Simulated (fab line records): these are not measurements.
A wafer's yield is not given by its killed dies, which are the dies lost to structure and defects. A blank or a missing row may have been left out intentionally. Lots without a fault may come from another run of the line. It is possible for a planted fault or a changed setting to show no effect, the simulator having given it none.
Which tool was responsible? -- flow sky130 -- 6 lots with 16 wafers sampled at 2 steps, on a route of 708 steps

== WHAT THE GAUGES SHOWED, per wafer ==
SKY_POLY_GATE_CD_MEAS_13 targets a cd of 150 nm.
lot,measured,on,cdNm (nm)
L543,day 17 00:26,cdSem-01,149.6 149.9 149.6
L544,day 18 02:22,cdSem-01,150.8 149.2 151.0
L548,day 19 13:50,cdSem-01,150.8 152.1
L552,day 20 23:40,cdSem-01,149.1 148.4
L558,day 23 09:46,cdSem-02,150.3 149.9 151.1
L562,day 25 08:34,cdSem-02,149.3 149.5 148.2

== WHAT TOOL EACH LOT RAN ON (gives the tool, then ch and the chambers of the sampled wafers, and finally the start) ==
lot,SKY_GATE_OXIDE_STRIP_13
L543,"plasmaAsher-02 ch 0,1, day 14 04:44"
L544,"plasmaAsher-01 ch 0,1, day 15 12:02"
L548,"plasmaAsher-03 ch 1, day 16 15:46"
L552,"plasmaAsher-02 ch 0, day 18 06:05"
L558,"plasmaAsher-01 ch 0,1, day 20 12:29"
L562,"plasmaAsher-03 ch 0,1, day 22 10:56"
- SKY_GATE_OXIDE_STRIP_13: strips in O2/N2.

== THE ANSWER, worked out from the rows above alone ==
Rule: the usual values come from the lots themselves. The widest of any qualifying gaps counts: lots, ordered by their means at a reading, are off when they make up no more than a third of the lots, leave a main group of 4 or more, and stand apart from it by 3 or more times the standard deviation of that group's means. A main group whose means are all the same, to the digits that the tables above print for the reading, isn't used. A lot without any number at a reading at which 4 lots or more have one is off too. All remaining lots with rows at the step are treated as sound.
Nothing can be told from this: no lot is off at any reading shown.

== WHAT THE SIMULATOR PUT IN ==
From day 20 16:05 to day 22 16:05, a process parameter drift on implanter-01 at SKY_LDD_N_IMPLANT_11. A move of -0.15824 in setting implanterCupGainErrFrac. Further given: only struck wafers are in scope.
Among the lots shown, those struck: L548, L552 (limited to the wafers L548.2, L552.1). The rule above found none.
